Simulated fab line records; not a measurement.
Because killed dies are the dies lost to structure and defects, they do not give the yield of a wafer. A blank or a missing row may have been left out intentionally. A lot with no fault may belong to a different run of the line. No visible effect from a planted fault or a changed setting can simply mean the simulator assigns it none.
8D (eight disciplines) problem report, filled in by code	flow sky130	the parts of the form that need people (team, actions taken, sign-off) are left out

== 1. PROBLEM STATEMENT ==
killed at contacts at SKY_PAD_OPEN_PROBE_99 reads a mean of 59 on 9 wafers of 3 lots; wafers without a fault read 24 with a standard deviation of 5.5. That puts it +6.3 standard deviations away from the usual mean.
Earliest sighting: wafer L115.2 on prober-01 at day 50 00:56. The record has a number at this step for 9 wafers belonging to 3 lots. The rule behind "out" and "out of limits": a value lying over 4 standard deviations away from the usual mean. The other wafers with a number count as sound.

== 2. WHAT IT IS; WHAT IT IS NOT ==
question	is	is not
which readings at this step	killed at contacts	killed_at_M0_to_M3, killed_at_M4_up, killed at front end, killed at other, killed open
which lots	L115, L116, L119	-
which wafers of those lots	all that have a number	-
read on which tools	prober-01, prober-02	-
when	from day 50 00:56	up to then (0 sound wafers)

== 3. THE SUSPECTS, EACH WITH WHAT RULES IT OUT ==
Counting: any tool at a process step up to the reading is kept as a suspect provided that every lot that is out went through it and no sound lot did after the first of them.
- wet bench-03 at SKY_LOCAL_INTERCONNECT_STRIP_16 (strips in post etch residue remover, time 1200 s): kept. It ran every lot that is out, first L115 (day 36 01:44), and no sound lot after that.
- plasma asher-04 at SKY_CAP2M_STRIP_14 (strips in O2/N2): kept. It ran every lot that is out, first L115 (day 45 17:02), and no sound lot after that.
Remaining after the count are wet bench-03 at SKY_LOCAL_INTERCONNECT_STRIP_16 and plasma asher-04 at SKY_CAP2M_STRIP_14.

== 4. THE CAUSE (what the simulator had put in) ==
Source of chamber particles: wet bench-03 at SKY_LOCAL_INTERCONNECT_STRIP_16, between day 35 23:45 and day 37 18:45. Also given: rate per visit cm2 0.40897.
This tool is one of the 2 suspects left after counting.

== 5. SEQUENCE OF EFFECTS, ordered by route ==
One row per reading whose mean, taken over the struck wafers that have a number, lies over 3 standard deviations from the usual. Readings are gone through only where the record gives a usual standard deviation; hours: the median, over the lots, of the time from a lot's start at the first step in this table giving one to that lot's start at this step; sigmas: the change measured in usual standard deviations.
hours	step	reading	usual	on struck wafers	change	sigmas
0	SKY_PAD_OPEN_PROBE_99	killed at contacts	24	59	+35	+6.3
0	SKY_PAD_OPEN_PROBE_99	killed dies	86	118	+32	+3.4
Its process steps:
- SKY_PAD_OPEN_PROBE_99

== 6. WHAT WOULD HAVE CAUGHT IT SOONER ==
The fault began at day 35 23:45; the first out-of-limits reading in this record came at day 50 00:56, 337 hours later.
No tool reading at SKY_LOCAL_INTERCONNECT_STRIP_16 that has a usual standard deviation in the record was out on any struck wafer, so an alarm limit of 4 standard deviations on those readings would not have fired.
All the lots that are out (3) had begun SKY_LOCAL_INTERCONNECT_STRIP_16 on wet bench-03 by day 50 00:56. Tool hold at that time: it would have spared none of them.
